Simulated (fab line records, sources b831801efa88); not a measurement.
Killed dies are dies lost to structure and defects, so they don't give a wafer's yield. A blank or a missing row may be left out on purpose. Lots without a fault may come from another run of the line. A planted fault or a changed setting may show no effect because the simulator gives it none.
Tool commonality check | flow gf180mcu | 14 lots, 48 wafers sampled

WHY IT WAS OPENED
At GF_NSD_CD_MEAS_07 the reading cd_nm is flagged on 2 of 14 lots. Wafers without a fault read 400.4 nm, standard deviation 2.5.
Rule: a lot is flagged when every wafer of it that has a number lies more than 4 standard deviations from that mean, or none has a number. The other lots count as sound.

lot  | measured     | on        | cd_nm (nm), wafer by wafer          | flag
L434 | day 13 12:43 | cd_sem-02 | 405.8 404.8 407.5                   |
L437 | day 14 12:25 | cd_sem-01 | 404.5 402.8 403.1                   |
L438 | day 14 21:07 | cd_sem-01 | 398.9 400.5 397.9                   |
L441 | day 16 00:42 | cd_sem-01 | 279.5 281.6 281.2 279.9 281.8 281.1 | FLAGGED
L443 | day 16 07:39 | cd_sem-01 | 281.8 280.5 277.6 282.4 280.4 277.7 | FLAGGED
L445 | day 16 22:55 | cd_sem-01 | 401.2 402.8 401.7                   |
L449 | day 18 11:59 | cd_sem-02 | 396.5 396.8 397.9                   |
L450 | day 18 16:05 | cd_sem-02 | 396.6 394.2 397.1                   |
L452 | day 19 18:05 | cd_sem-02 | 401.3 403.6 403.1                   |
L453 | day 19 20:51 | cd_sem-02 | 399.1 397.5 399.3                   |
L454 | day 20 03:06 | cd_sem-01 | 400.6 402.6 402.9                   |
L455 | day 20 14:10 | cd_sem-02 | 402.0 403.2 402.9                   |
L456 | day 21 00:19 | cd_sem-02 | 401.8 398.9 402.6                   |
L457 | day 21 06:50 | cd_sem-01 | 399.5 398.9 400.6                   |
The numbers of the flagged lots are 280.5 nm on average: -119.9 nm against the usual, or -48 standard deviations.

WHICH TOOL RAN EACH LOT
The record holds 1 process step before the reading, out of a route of 602 steps. In each cell: the tool, then ch and the chambers that the sampled wafers went through, then the start.
lot  | flag    | GF_NSD_DEVELOP_06
L434 |         | litho_track-01 ch 0, day 13 12:34
L437 |         | litho_track-01 ch 0, day 14 12:16
L438 |         | litho_track-02 ch 0, day 14 20:59
L441 | FLAGGED | litho_track-02 ch 0, day 16 00:33
L443 | FLAGGED | litho_track-02 ch 0, day 16 07:30
L445 |         | litho_track-03 ch 0, day 16 22:46
L449 |         | litho_track-01 ch 0, day 18 11:50
L450 |         | litho_track-03 ch 0, day 18 15:57
L452 |         | litho_track-01 ch 0, day 19 17:56
L453 |         | litho_track-02 ch 0, day 19 20:42
L454 |         | litho_track-02 ch 0, day 20 02:57
L455 |         | litho_track-02 ch 0, day 20 13:54
L456 |         | litho_track-01 ch 0, day 21 00:10
L457 |         | litho_track-03 ch 0, day 21 06:42
What these steps do:
- GF_NSD_DEVELOP_06: develop time 60 s.
- GF_NSD_CD_MEAS_07: target cd 400 nm.

FLAGGED OVER TOTAL, TOOL BY TOOL (the gauges that took the reading come last)
step              | tool           | lots run | flagged | share of the flagged lots | sound lots run after its first flagged lot
GF_NSD_DEVELOP_06 | litho_track-01 | 5        | 0       | none                      | -
GF_NSD_DEVELOP_06 | litho_track-02 | 6        | 2       | all                       | 3 (L453,L454,L455)
GF_NSD_DEVELOP_06 | litho_track-03 | 3        | 0       | none                      | -
GF_NSD_CD_MEAS_07 | cd_sem-01      | 7        | 2       | all                       | 3 (L445,L454,L457)
GF_NSD_CD_MEAS_07 | cd_sem-02      | 7        | 0       | none                      | -

WHAT THE TABLE ALLOWS
2 rows of the table ran every flagged lot: litho_track-02 at GF_NSD_DEVELOP_06, cd_sem-01 at GF_NSD_CD_MEAS_07.
- litho_track-02 at GF_NSD_DEVELOP_06: 2 of its 6 lots flagged. Sound lots ran on it after the first flagged one (L453, L454, L455), which a lasting fault on the whole tool wouldn't allow.
- cd_sem-01 at GF_NSD_CD_MEAS_07: 2 of its 7 lots flagged. Sound lots ran on it after the first flagged one (L445, L454, L457), which a lasting fault on the whole tool wouldn't allow.
No row of the table ran every flagged lot and no sound lot after the first.

WHAT THE SIMULATOR HAD PUT IN
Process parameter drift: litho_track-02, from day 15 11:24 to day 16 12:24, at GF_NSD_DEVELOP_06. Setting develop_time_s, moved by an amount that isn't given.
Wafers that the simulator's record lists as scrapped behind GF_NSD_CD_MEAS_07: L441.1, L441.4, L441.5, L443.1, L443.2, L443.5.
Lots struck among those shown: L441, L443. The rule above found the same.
